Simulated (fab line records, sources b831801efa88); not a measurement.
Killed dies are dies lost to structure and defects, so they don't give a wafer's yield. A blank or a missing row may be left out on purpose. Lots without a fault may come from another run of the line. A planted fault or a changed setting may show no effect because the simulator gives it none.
fab line records | flow gf180mcu
record lots=6 wafers=18 last_day=34
route steps=602 shown M4@456
lots that met no fault: from a run of the same line without faults
start_h: hours from the record's first day to the start of the lot's first wafer shown | wait_h: hours since the lot's step before | " the same as in the row above | L1.1+2: a row that stands for several wafers | - no value, or no start given | * or withheld: withheld | < > ~ a bound
route shown NAME@n: a module of which the file shows steps, and the number in the route of the first | usual: mean/standard deviation of fault-free wafers | same: alike in all rows | chamber/n: place in a boat | sites: the reading at each site | _std_site: their standard deviation | _edge_site: outer sites' mean less inner sites' | radius_mm: how far each site lies from the wafer's centre | mask NAME#n: copy n | behind: the tool/chamber that last shaped the wafer | hold: why the lot was held/for how many hours/how that ended | device: the transistor (n, p or np) that didn't switch | end of line: the same wafers' tests at the end of the route | a step without rows: its recipe alone | killed: dies lost to structure and defects at the first sort, not the wafer's yield | map: a wafer's dies, x killed, . not, _ none there
set.NAME: the setting as run; set.NAME@STEP: as run at that earlier step | model.NAME: the simulator's own value behind a step, which no gauge read
lots at some steps of the route; a table a step, a row a wafer
services: from which hour (start_h, from the record's first day; less than 0 if before it) a tool's chamber was out of use, for how many hours, and why
## steps
# step GF_M4_SPUTTER_00
# recipe material=Ti target_thk_nm=37.5 arriving_ion_energy_ev=80 substrate_temp_c=200 chamber_pressure_pa=2 power_w=4000 time_s=150
# step GF_M4_SPUTTER_01
# recipe material=TiN target_thk_nm=30 power_w=6500 time_s=25 chamber_pressure_pa=0.4
# usual throttle_valve_pct=30.3/0.91
# columns lot.wafer tool chamber start_h wait_h throttle_valve_pct
L683.1 pvd_sputter-01 - 571.01 0.1 31.3
L683.3 " - " " 30.8
L683.5 " - " " 31.7
L687.1 pvd_sputter-04 - 601.69 0.1 30.2
L687.2 " - " " 30.1
L687.4 " - " " 30.3
L688.1 pvd_sputter-01 - 607.40 0.1 31.0
L688.3 " - " " 31.7
L688.5 " - " " 29.5
L697.1 pvd_sputter-02 - 675.58 0.1 31.6
L697.3 " - " " 29.2
L697.5 " - " " 30.0
L698.1 pvd_sputter-01 - 679.29 0.1 31.6
L698.5 " - " " 30.8
L698.6 " - " " 29.5
L700.3 pvd_sputter-01 - 690.16 0.1 31.0
L700.5 " - " " 31.6
L700.6 " - " " 31.5
# step GF_M4_SPUTTER_02
# recipe material=AlCu target_thk_nm=450 power_w=10600 time_s=23.9 chamber_pressure_pa=0.4
# usual throttle_valve_pct=30.3/0.91
# columns lot.wafer tool chamber start_h wait_h throttle_valve_pct
L683.1 pvd_sputter-01 - 571.04 0.0 31.5
L683.3 " - " " 30.7
L683.5 " - " " 31.3
L687.1 pvd_sputter-04 - 601.72 0.0 30.2
L687.2 " - " " 30.1
L687.4 " - " " 30.3
L688.1 pvd_sputter-01 - 607.43 0.0 30.9
L688.3 " - " " 31.5
L688.5 " - " " 29.5
L697.1 pvd_sputter-02 - 675.61 0.0 31.6
L697.3 " - " " 29.3
L697.5 " - " " 29.8
L698.1 pvd_sputter-01 - 679.32 0.0 31.7
L698.5 " - " " 31.0
L698.6 " - " " 29.8
L700.3 pvd_sputter-01 - 690.19 0.0 30.9
L700.5 " - " " 31.6
L700.6 " - " " 31.4
# step GF_M4_SPUTTER_03
# recipe material=Ti target_thk_nm=10 substrate_temp_c=300 chamber_pressure_pa=0.3 power_w=3000 time_s=6.7
# usual throttle_valve_pct=30.3/0.91
# columns lot.wafer tool chamber start_h wait_h throttle_valve_pct
L683.1 pvd_sputter-01 - 571.07 0.0 31.5
L683.3 " - " " 30.8
L683.5 " - " " 31.5
L687.1 pvd_sputter-04 - 601.75 0.0 30.4
L687.2 " - " " 30.5
L687.4 " - " " 30.3
L688.1 pvd_sputter-01 - 607.46 0.0 31.0
L688.3 " - " " 31.5
L688.5 " - " " 29.5
L697.1 pvd_sputter-02 - 675.64 0.0 31.6
L697.3 " - " " 29.3
L697.5 " - " " 29.7
L698.1 pvd_sputter-01 - 679.35 0.0 31.6
L698.5 " - " " 30.6
L698.6 " - " " 29.5
L700.3 pvd_sputter-01 - 690.22 0.0 30.8
L700.5 " - " " 31.5
L700.6 " - " " 31.5
# step GF_M4_SPUTTER_04
# recipe material=TiN target_thk_nm=50 power_w=6500 time_s=41.7 chamber_pressure_pa=0.4
# usual throttle_valve_pct=30.3/0.91
# columns lot.wafer tool chamber start_h wait_h throttle_valve_pct
L683.1 pvd_sputter-01 - 571.09 0.0 31.6
L683.3 " - " " 30.9
L683.5 " - " " 31.5
L687.1 pvd_sputter-04 - 601.77 0.0 30.4
L687.2 " - " " 30.3
L687.4 " - " " 30.4
L688.1 pvd_sputter-01 - 607.48 0.0 30.7
L688.3 " - " " 31.6
L688.5 " - " " 29.7
L697.1 pvd_sputter-02 - 675.66 0.0 31.7
L697.3 " - " " 29.2
L697.5 " - " " 30.2
L698.1 pvd_sputter-01 - 679.37 0.0 31.5
L698.5 " - " " 31.1
L698.6 " - " " 29.3
L700.3 pvd_sputter-01 - 690.24 0.0 30.9
L700.5 " - " " 31.6
L700.6 " - " " 31.5
# step GF_M4_RS_MEAS_05
# recipe thk_meas_gauge=four-point-probe reads=TiN_of_M4_SPUTTER_04+Ti_of_M4_SPUTTER_03+AlCu_of_M4_SPUTTER_02+TiN_of_M4_SPUTTER_01+Ti_of_M4_SPUTTER_00
# usual M4_ALCU_RS=0.0695/0.00067
# columns lot.wafer tool chamber start_h wait_h M4_ALCU_RS[ohm/sq]
L683.1 film_metro-02 - 571.13 0.0 0.0707
L683.3 " - " " 0.0703
L683.5 " - " " 0.0696
L687.1 film_metro-03 - 601.81 0.0 0.0694
L687.2 " - " " 0.0693
L687.4 " - " " 0.0697
L688.1 film_metro-04 - 607.52 0.0 0.0692
L688.3 " - " " 0.0693
L688.5 " - " " 0.0695
L697.1 film_metro-03 - 675.70 0.0 0.0694
L697.3 " - " " 0.0702
L697.5 " - " " 0.0701
L698.1 film_metro-04 - 679.41 0.0 0.0692
L698.5 " - " " 0.0695
L698.6 " - " " 0.0690
L700.3 film_metro-02 - 690.32 0.1 0.0697
L700.5 " - " " 0.0697
L700.6 " - " " 0.0692
# step GF_M4_THK_MEAS_06
# recipe thk_meas_gauge=xrf reads=AlCu_of_M4_SPUTTER_02
# usual M4_ALCU_THK=448/5.1
# columns lot.wafer tool chamber start_h wait_h M4_ALCU_THK[nm]
L683.1 film_metro-02 - 571.25 0.1 442
L683.3 " - " " 441
L683.5 " - " " 447
L687.1 film_metro-03 - 601.93 0.1 451
L687.2 " - " " 455
L687.4 " - " " 451
L688.1 film_metro-04 - 607.64 0.1 450
L688.3 " - " " 451
L688.5 " - " " 446
L697.1 film_metro-03 - 675.82 0.1 453
L697.3 " - " " 446
L697.5 " - " " 446
L698.1 film_metro-04 - 679.53 0.1 449
L698.5 " - " " 444
L698.6 " - " " 446
L700.3 film_metro-02 - 690.42 0.1 447
L700.5 " - " " 448
L700.6 " - " " 454
# step GF_M4_DEHYDRATE_07
# recipe temp_c=201.3 time_s=60
# step GF_M4_HMDS_08
# recipe prime_time_s=60 prime_temp_c=120
# step GF_M4_COAT_09
# recipe resist=KrF spin_rpm=withheld resist_thk_nm=1000
# step GF_M4_SOFTBAKE_10
# recipe temp_c=130 time_s=60 resist=KrF
# step GF_M4_EXPOSE_11
# recipe mask_id=Metal4 target_cd_nm=280 na=0.68 source_shape=conventional sigma_outer=0.6 dose_mj=28
# step GF_M4_PEB_12
# recipe peb_temp_c=135 peb_time_s=90 resist=KrF
# usual heater_power_total_W=85.70/0.085
# columns lot.wafer tool chamber start_h wait_h heater_power_total_W
L683.1 litho_track-04 0 592.81 - 85.62
L683.3 " 0 " " 85.59
L683.5 " 0 " " 85.58
L687.1 litho_track-04 0 622.16 - 85.74
L687.2 " 0 " " 85.57
L687.4 " 0 " " 85.66
L688.1 litho_track-01 0 627.90 - 85.76
L688.3 " 0 " " 85.75
L688.5 " 0 " " 85.68
L697.1 litho_track-01 0 693.64 - 114.43
L697.3 " 0 " " 114.35
L697.5 " 0 " " 114.25
L698.1 litho_track-01 0 697.34 - 114.52
L698.5 " 0 " " 114.39
L698.6 " 0 " " 114.27
L700.3 litho_track-04 0 708.43 - 85.60
L700.5 " 0 " " 85.67
L700.6 " 0 " " 85.81
# step GF_M4_DEVELOP_13
# recipe develop_time_s=60 dev_temp_c=21
# step GF_M4_CD_MEAS_14
# recipe target_cd_nm=280
# usual cd_nm=279.9/1
# columns lot.wafer tool chamber start_h wait_h cd_nm
L683.1 cd_sem-01 - 593.16 0.1 279.3
L683.3 " - " " 281.1
L683.5 " - " " 280.3
L687.1 cd_sem-02 - 622.51 0.1 278.7
L687.2 " - " " 280.1
L687.4 " - " " 279.9
L688.1 cd_sem-01 - 628.25 0.1 278.4
L688.3 " - " " 279.0
L688.5 " - " " 278.7
L697.1 cd_sem-02 - 693.99 0.1 309.4
L697.3 " - " " 307.9
L697.5 " - " " 308.2
L698.1 cd_sem-02 - 697.69 0.1 309.6
L698.5 " - " " 309.4
L698.6 " - " " 309.3
L700.3 cd_sem-01 - 708.75 0.1 278.5
L700.5 " - " " 279.8
L700.6 " - " " 280.1
# step GF_M4_OVL_MEAS_15
# usual M4_OVL=0/6
# columns lot.wafer tool chamber start_h wait_h M4_OVL[nm]
L683.1 overlay-01 - 593.28 0.1 4
L683.3 " - " " 14
L683.5 " - " " -1
L687.1 overlay-02 - 622.63 0.1 4
L687.2 " - " " 1
L687.4 " - " " -7
L688.1 overlay-01 - 628.37 0.1 -10
L688.3 " - " " -3
L688.5 " - " " -6
L697.1 overlay-01 - 694.11 0.1 17
L697.3 " - " " 8
L697.5 " - " " 13
L698.1 overlay-01 - 697.81 0.1 5
L698.5 " - " " 4
L698.6 " - " " -3
L700.3 overlay-02 - 708.84 0.1 11
L700.5 " - " " 4
L700.6 " - " " -1
# step GF_M4_METAL_ETCH_16
# recipe chemistry=Cl2/BCl3 mask_material=KrF target_depth_nm=627.5 stop_on=SiO2 pressure_mtorr=8 icp_w=800 bias_w=140 Cl2_flow_sccm=80 bcl3_flow_sccm=40 time_s=104.6
# usual drypump_motor_current_A=5.7/0.49 oes_product_au=0.971/0.0062 rf_fwd_power_W=795.5/2.7 throttle_valve_pct=28.249/0.01
# columns lot.wafer tool chamber start_h wait_h drypump_motor_current_A oes_product_au rf_fwd_power_W rf_hours_counter_h throttle_valve_pct model.M4.cd_nm
L683.1 rie_metal-03 0 593.32 0.0 5.4 0.962 794.2 4 28.266 277.3
L683.3 " 1 " " 6.4 0.968 796.1 - 28.254 280.7
L683.5 " 0 " " 5.4 0.974 790.8 - 28.242 277.2
L687.1 rie_metal-04 0 622.67 0.0 5.2 0.977 795.1 1 28.246 275.4
L687.2 " 1 " " 6.1 0.975 792.3 4 28.248 282
L687.4 " 0 " " 5.2 0.967 796.9 - 28.257 277.6
L688.1 rie_metal-02 0 628.40 0.0 5.9 0.974 796.4 11 28.246 275.3
L688.3 " 1 " " 5.1 0.975 796.6 - 28.240 279.4
L688.5 " 0 " " 5.9 0.970 796.8 - 28.246 275.8
L697.1 rie_metal-04 1 694.15 0.0 6.1 0.978 795.4 6 28.243 310.6
L697.3 " 0 " " 5.2 0.962 797.7 - 28.249 306.4
L697.5 " 0 " " 5.2 0.976 795.2 - 28.243 308.3
L698.1 rie_metal-02 1 697.85 0.0 5.1 0.973 794.4 4 28.256 311.3
L698.5 " 0 " " 5.9 0.980 800.6 - 28.241 310.2
L698.6 " 1 " " 5.1 0.963 792.8 - 28.247 312.2
L700.3 rie_metal-03 1 708.90 0.1 6.4 0.965 797.8 - 28.248 282
L700.5 " 0 " " 5.4 0.956 791.4 - 28.246 277.8
L700.6 " 1 " " 6.4 0.967 799.1 - 28.241 282.5
# step GF_M4_STRIP_17
# recipe chemistry=O2/N2 power_w=1400 pressure_mtorr=1453 platen_temp_c=250 o2_flow_sccm=3000 n2_flow_sccm=300 overash_fraction=0.5
# usual drypump_motor_current_A=5.6/0.34 heater_power_w=330/26 n2_flow_sccm=299.9/0.95 oes_product_au=0.557/0.0048 strip_time_to_endpoint_s=7.94/0.035
# same overash_fraction=0.5
# columns lot.wafer tool chamber start_h wait_h drypump_motor_current_A heater_power_w n2_flow_sccm oes_product_au rf_hours_counter_h strip_time_to_endpoint_s
L683.1 plasma_asher-03 1 593.43 0.1 6.0 337 301.2 0.557 86 7.94
L683.3 " 1 " " 6.0 324 300.4 0.555 - 7.97
L683.5 " 0 " " 5.1 356 299.0 0.559 - 7.92
L687.1 plasma_asher-01 0 622.78 0.1 5.8 354 300.9 0.559 18 7.92
L687.2 " 1 " " 5.2 345 300.7 0.555 18 7.95
L687.4 " 0 " " 5.8 349 300.2 0.555 - 7.90
L688.1 plasma_asher-03 1 628.51 0.1 6.0 327 299.6 0.556 90 7.82
L688.3 " 1 " " 6.0 335 298.9 0.558 - 7.91
L688.5 " 0 " " 5.1 355 301.4 0.550 - 7.86
L697.1 plasma_asher-03 1 694.26 0.1 6.0 329 299.5 0.564 97 7.95
L697.3 " 1 " " 6.0 332 300.3 0.544 - 7.89
L697.5 " 0 " " 5.1 352 299.0 0.553 - 7.91
L698.1 plasma_asher-02 1 697.96 0.1 5.7 283 297.6 0.549 62 7.89
L698.5 " 1 " " 5.7 277 299.1 0.551 - 7.90
L698.6 " 0 " " 5.9 299 298.0 0.550 - 7.91
L700.3 plasma_asher-02 1 709.01 0.1 5.7 285 298.7 0.557 - 7.93
L700.5 " 0 " " 5.9 298 300.5 0.554 - 7.96
L700.6 " 1 " " 5.7 288 299.2 0.561 - 7.92
## services
# columns tool chamber start_h hours kind
rie_metal-02 1 550.39 - clean
rie_metal-02 1 550.39 22.6 scheduled_down
rie_metal-02 1 550.39 22.6 vent_cycle
plasma_asher-02 - 558.32 2.8 repair
pvd_sputter-04 - 558.58 0.7 repair
plasma_asher-03 - 566.49 1.3 repair
pvd_sputter-01 2 581.52 - consumable_replace:kit
pvd_sputter-01 2 581.52 18.0 scheduled_down
pvd_sputter-01 2 581.52 18.0 vent_cycle
plasma_asher-03 - 581.97 4.6 repair
pvd_sputter-04 2 584.05 - consumable_replace:kit
pvd_sputter-04 2 584.05 18.0 scheduled_down
pvd_sputter-04 2 584.05 18.0 vent_cycle
pvd_sputter-04 - 625.58 2.8 repair
rie_metal-03 - 637.49 1.0 repair
pvd_sputter-04 - 637.99 2.0 repair
pvd_sputter-02 0 639.69 - consumable_replace:kit
pvd_sputter-02 0 639.69 18.0 scheduled_down
pvd_sputter-02 0 639.69 18.0 vent_cycle
plasma_asher-03 - 650.78 3.9 repair
rie_metal-02 - 654.59 0.6 repair
pvd_sputter-04 - 657.92 4.0 repair
plasma_asher-03 - 668.09 3.3 repair
plasma_asher-01 - 696.58 4.7 repair
## key
first_sign step=GF_M4_PEB_12 reading=heater_power_total_W direction=up sigmas=99+ usual=85.70 struck=114.37
effect step=GF_M4_CD_MEAS_14 reading=cd_nm direction=up sigmas=29 usual=279.9 struck=309.0
model_effect step=GF_M4_METAL_ETCH_16 value=M4.cd_nm without=280.5 struck=309.8
met_at GF_M4_PEB_12
struck_wafers L697.1,L697.3,L697.5,L698.1,L698.5,L698.6
sort_left_out L697.1,L697.3,L697.5,L698.1,L698.5,L698.6
tester_left_out L698
onset_between 627.90 693.64
earlier_fault kind=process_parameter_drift tool=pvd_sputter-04 chamber=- onset_h=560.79 steps=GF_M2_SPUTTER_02 channel=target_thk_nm offset=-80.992 shape=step acts_in=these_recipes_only stated=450 scope=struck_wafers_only
earlier_fault kind=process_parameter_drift tool=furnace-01 chamber=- onset_h=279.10 steps=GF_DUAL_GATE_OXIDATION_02 channel=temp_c offset=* shape=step end_h=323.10 acts_in=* stated=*
fault kind=process_parameter_drift tool=litho_track-01 chamber=- onset_h=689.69 steps=GF_M4_PEB_12 channel=peb_time_s offset=* shape=step acts_in=* stated=*
# tester_left_out: of these lots the tester's yield and bins aren't shown, on N5 and GAA mostly nor the transistor test; their killed dies are dies lost to structure and defects alone, not to doping, threshold or leakage, so they don't give the yield
# sort_left_out: the simulated sort isn't trusted on such a fault, so these wafers' sort isn't shown, and their yield isn't known
